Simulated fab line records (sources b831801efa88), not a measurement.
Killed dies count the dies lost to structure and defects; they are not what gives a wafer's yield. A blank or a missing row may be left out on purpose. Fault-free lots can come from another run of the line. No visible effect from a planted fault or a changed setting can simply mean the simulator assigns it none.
Which tool is to blame? || flow gf180mcu || Sampling: 11 lots, 33 wafers, 5 of 602 route steps

WHAT EACH GAUGE READ, for each wafer
GF_V4_RS_MEAS_24: the measuring method here is four-point-probe. Usual: for V4_W_RS the level is 0.333 ohm/sq and the standard deviation is 0.0048.
{"lot": "L477", "measured": "day 24 17:52", "on": "film_metro-02", "V4_W_RS (ohm/sq)": "0.333 0.332 0.330", "flag": ""}
{"lot": "L478", "measured": "day 25 01:54", "on": "film_metro-03", "V4_W_RS (ohm/sq)": "0.330 0.337 0.331", "flag": ""}
{"lot": "L480", "measured": "day 25 13:13", "on": "film_metro-03", "V4_W_RS (ohm/sq)": "0.330 0.332 0.335", "flag": ""}
{"lot": "L486", "measured": "day 27 16:31", "on": "film_metro-02", "V4_W_RS (ohm/sq)": "0.324 0.328 0.255 0.324 0.328 0.256", "flag": "OFF"}
{"lot": "L488", "measured": "day 27 22:58", "on": "film_metro-02", "V4_W_RS (ohm/sq)": "0.327 0.328 0.254 0.327 0.327 0.254", "flag": "OFF"}
{"lot": "L492", "measured": "day 29 05:48", "on": "film_metro-02", "V4_W_RS (ohm/sq)": "0.342 0.332 0.338", "flag": ""}
{"lot": "L493", "measured": "day 30 01:19", "on": "film_metro-02", "V4_W_RS (ohm/sq)": "0.331 0.335 0.332", "flag": ""}
{"lot": "L496", "measured": "day 30 14:40", "on": "film_metro-02", "V4_W_RS (ohm/sq)": "0.331 0.337 0.339", "flag": ""}
{"lot": "L497", "measured": "day 31 00:23", "on": "film_metro-03", "V4_W_RS (ohm/sq)": "0.337 0.332 0.335", "flag": ""}
{"lot": "L499", "measured": "day 31 10:20", "on": "film_metro-02", "V4_W_RS (ohm/sq)": "0.329 0.329 0.328", "flag": ""}
{"lot": "L498", "measured": "day 31 13:59", "on": "film_metro-02", "V4_W_RS (ohm/sq)": "0.331 0.330 0.326", "flag": ""}

GF_V4_THK_MEAS_25: measures by xrf. Usual: for V4_W_THK the level is 339 nm and the standard deviation is 4.9.
{"lot": "L477", "measured": "day 24 17:59", "on": "film_metro-02", "V4_W_THK (nm)": "337 337 341", "flag": ""}
{"lot": "L478", "measured": "day 25 02:01", "on": "film_metro-03", "V4_W_THK (nm)": "342 334 341", "flag": ""}
{"lot": "L480", "measured": "day 25 13:20", "on": "film_metro-03", "V4_W_THK (nm)": "342 339 337", "flag": ""}
{"lot": "L486", "measured": "day 27 22:20", "on": "film_metro-02", "V4_W_THK (nm)": "345 340 433 345 340 433", "flag": "OFF"}
{"lot": "L488", "measured": "day 28 03:20", "on": "film_metro-02", "V4_W_THK (nm)": "345 344 438 344 344 440", "flag": "OFF"}
{"lot": "L492", "measured": "day 29 05:55", "on": "film_metro-02", "V4_W_THK (nm)": "329 337 332", "flag": ""}
{"lot": "L493", "measured": "day 30 01:26", "on": "film_metro-02", "V4_W_THK (nm)": "342 338 341", "flag": ""}
{"lot": "L496", "measured": "day 30 14:47", "on": "film_metro-02", "V4_W_THK (nm)": "341 336 332", "flag": ""}
{"lot": "L497", "measured": "day 31 00:31", "on": "film_metro-03", "V4_W_THK (nm)": "333 339 334", "flag": ""}
{"lot": "L499", "measured": "day 31 10:28", "on": "film_metro-02", "V4_W_THK (nm)": "343 343 345", "flag": ""}
{"lot": "L498", "measured": "day 31 14:05", "on": "film_metro-02", "V4_W_THK (nm)": "341 343 348", "flag": ""}

WHICH TOOL RAN EACH LOT (tool, then ch and the chambers of the sampled wafers, then the start)
{"lot": "L477", "GF_M4_SPUTTER_01": "pvd_sputter-02, day 22 18:43", "GF_M4_SPUTTER_03": "pvd_sputter-02, day 22 18:47", "GF_V4_CVD_23": "cvd_w-02 ch 0,1, day 24 17:46"}
{"lot": "L478", "GF_M4_SPUTTER_01": "pvd_sputter-03, day 23 02:05", "GF_M4_SPUTTER_03": "pvd_sputter-03, day 23 02:08", "GF_V4_CVD_23": "cvd_w-02 ch 0,1, day 25 01:47"}
{"lot": "L480", "GF_M4_SPUTTER_01": "pvd_sputter-02, day 23 16:12", "GF_M4_SPUTTER_03": "pvd_sputter-02, day 23 16:16", "GF_V4_CVD_23": "cvd_w-02 ch 0, day 25 13:05"}
{"lot": "L486", "GF_M4_SPUTTER_01": "pvd_sputter-03, day 25 20:18", "GF_M4_SPUTTER_03": "pvd_sputter-03, day 25 20:22", "GF_V4_CVD_23": "cvd_w-02 ch 0,1, day 27 16:23"}
{"lot": "L488", "GF_M4_SPUTTER_01": "pvd_sputter-02, day 26 03:39", "GF_M4_SPUTTER_03": "pvd_sputter-02, day 26 03:43", "GF_V4_CVD_23": "cvd_w-02 ch 0,1, day 27 22:50"}
{"lot": "L492", "GF_M4_SPUTTER_01": "pvd_sputter-02, day 27 12:25", "GF_M4_SPUTTER_03": "pvd_sputter-02, day 27 12:29", "GF_V4_CVD_23": "cvd_w-01 ch 0,1, day 29 05:40"}
{"lot": "L493", "GF_M4_SPUTTER_01": "pvd_sputter-01, day 28 08:32", "GF_M4_SPUTTER_03": "pvd_sputter-01, day 28 08:36", "GF_V4_CVD_23": "cvd_w-01 ch 0,1, day 30 01:12"}
{"lot": "L496", "GF_M4_SPUTTER_01": "pvd_sputter-03, day 28 23:04", "GF_M4_SPUTTER_03": "pvd_sputter-03, day 28 23:08", "GF_V4_CVD_23": "cvd_w-01 ch 0,1, day 30 14:33"}
{"lot": "L497", "GF_M4_SPUTTER_01": "pvd_sputter-01, day 29 09:37", "GF_M4_SPUTTER_03": "pvd_sputter-01, day 29 09:40", "GF_V4_CVD_23": "cvd_w-02 ch 0,1, day 31 00:17"}
{"lot": "L499", "GF_M4_SPUTTER_01": "pvd_sputter-03, day 29 19:47", "GF_M4_SPUTTER_03": "pvd_sputter-03, day 29 19:50", "GF_V4_CVD_23": "cvd_w-02 ch 1, day 31 10:14"}
{"lot": "L498", "GF_M4_SPUTTER_01": "pvd_sputter-02, day 29 23:22", "GF_M4_SPUTTER_03": "pvd_sputter-02, day 29 23:26", "GF_V4_CVD_23": "cvd_w-02 ch 0,1, day 31 13:50"}
- GF_M4_SPUTTER_01: material TiN, target thk 30 nm, time 25 s.
- GF_M4_SPUTTER_03: material Ti, target thk 10 nm, time 6.7 s.
- GF_V4_CVD_23: deposits W, target thk 350 nm, time 104.9 s.

AS READ BY THE TOOLS THEMSELVES (means over the sampled wafers that have a number; for cases with no such wafer, the mark the record gives instead)
GF_M4_SPUTTER_01. Usual: throttle_valve_pct at 30.1 %, with a standard deviation of 1.1.
{"lot": "L477", "tool": "pvd_sputter-02", "throttle_valve_pct (%)": 30.0, "flag": ""}
{"lot": "L478", "tool": "pvd_sputter-03", "throttle_valve_pct (%)": 30.5, "flag": ""}
{"lot": "L480", "tool": "pvd_sputter-02", "throttle_valve_pct (%)": 30.1, "flag": ""}
{"lot": "L486", "tool": "pvd_sputter-03", "throttle_valve_pct (%)": 30.5, "flag": ""}
{"lot": "L488", "tool": "pvd_sputter-02", "throttle_valve_pct (%)": 30.1, "flag": ""}
{"lot": "L492", "tool": "pvd_sputter-02", "throttle_valve_pct (%)": 30.7, "flag": ""}
{"lot": "L493", "tool": "pvd_sputter-01", "throttle_valve_pct (%)": 30.1, "flag": ""}
{"lot": "L496", "tool": "pvd_sputter-03", "throttle_valve_pct (%)": 30.3, "flag": ""}
{"lot": "L497", "tool": "pvd_sputter-01", "throttle_valve_pct (%)": 29.9, "flag": ""}
{"lot": "L499", "tool": "pvd_sputter-03", "throttle_valve_pct (%)": 30.1, "flag": ""}
{"lot": "L498", "tool": "pvd_sputter-02", "throttle_valve_pct (%)": 30.6, "flag": ""}

GF_M4_SPUTTER_03. Usual: throttle_valve_pct at 30.1 %, with a standard deviation of 1.1.
{"lot": "L477", "tool": "pvd_sputter-02", "throttle_valve_pct (%)": 30.0, "flag": ""}
{"lot": "L478", "tool": "pvd_sputter-03", "throttle_valve_pct (%)": 30.6, "flag": ""}
{"lot": "L480", "tool": "pvd_sputter-02", "throttle_valve_pct (%)": 30.3, "flag": ""}
{"lot": "L486", "tool": "pvd_sputter-03", "throttle_valve_pct (%)": 30.3, "flag": ""}
{"lot": "L488", "tool": "pvd_sputter-02", "throttle_valve_pct (%)": 30.3, "flag": ""}
{"lot": "L492", "tool": "pvd_sputter-02", "throttle_valve_pct (%)": 30.8, "flag": ""}
{"lot": "L493", "tool": "pvd_sputter-01", "throttle_valve_pct (%)": 30.0, "flag": ""}
{"lot": "L496", "tool": "pvd_sputter-03", "throttle_valve_pct (%)": 30.3, "flag": ""}
{"lot": "L497", "tool": "pvd_sputter-01", "throttle_valve_pct (%)": 29.8, "flag": ""}
{"lot": "L499", "tool": "pvd_sputter-03", "throttle_valve_pct (%)": 30.0, "flag": ""}
{"lot": "L498", "tool": "pvd_sputter-02", "throttle_valve_pct (%)": 30.5, "flag": ""}

GF_V4_CVD_23. Usual: heater_power_w at 790 W, with a standard deviation of 64.
{"lot": "L477", "tool": "cvd_w-02", "heater_power_w (W)": 751, "flag": ""}
{"lot": "L478", "tool": "cvd_w-02", "heater_power_w (W)": 747, "flag": ""}
{"lot": "L480", "tool": "cvd_w-02", "heater_power_w (W)": 746, "flag": ""}
{"lot": "L486", "tool": "cvd_w-02", "heater_power_w (W)": 753, "flag": ""}
{"lot": "L488", "tool": "cvd_w-02", "heater_power_w (W)": 749, "flag": ""}
{"lot": "L492", "tool": "cvd_w-01", "heater_power_w (W)": 830, "flag": ""}
{"lot": "L493", "tool": "cvd_w-01", "heater_power_w (W)": 891, "flag": ""}
{"lot": "L496", "tool": "cvd_w-01", "heater_power_w (W)": 846, "flag": ""}
{"lot": "L497", "tool": "cvd_w-02", "heater_power_w (W)": 760, "flag": ""}
{"lot": "L499", "tool": "cvd_w-02", "heater_power_w (W)": 762, "flag": ""}
{"lot": "L498", "tool": "cvd_w-02", "heater_power_w (W)": 758, "flag": ""}

THE ANSWER, worked out from the rows above alone
Rule: a lot counts as off when the mean over its wafers that have a number is more than 3 standard deviations away from the usual mean. A lot without any number at a reading at which 4 lots or more have one is off too. Where the step has rows for the other lots, those lots are counted as sound. After the gauges, taken in route order, come the tools' own readings; for these a lot's mean is taken, as printed above. At the first step where some lot is off, the reading lying furthest off is the one used; lots without a number count as furthest.
Off: L486, L488, at GF_V4_RS_MEAS_24 (V4_W_RS).
A tool fits if, at a process step before that reading, it ran every lot that is off, and no sound lot after the first of them. Gauges at GF_V4_RS_MEAS_24: tried the same way as those tools. Not one of the candidates tried fits.

WHAT WAS PUT IN BY THE SIMULATOR
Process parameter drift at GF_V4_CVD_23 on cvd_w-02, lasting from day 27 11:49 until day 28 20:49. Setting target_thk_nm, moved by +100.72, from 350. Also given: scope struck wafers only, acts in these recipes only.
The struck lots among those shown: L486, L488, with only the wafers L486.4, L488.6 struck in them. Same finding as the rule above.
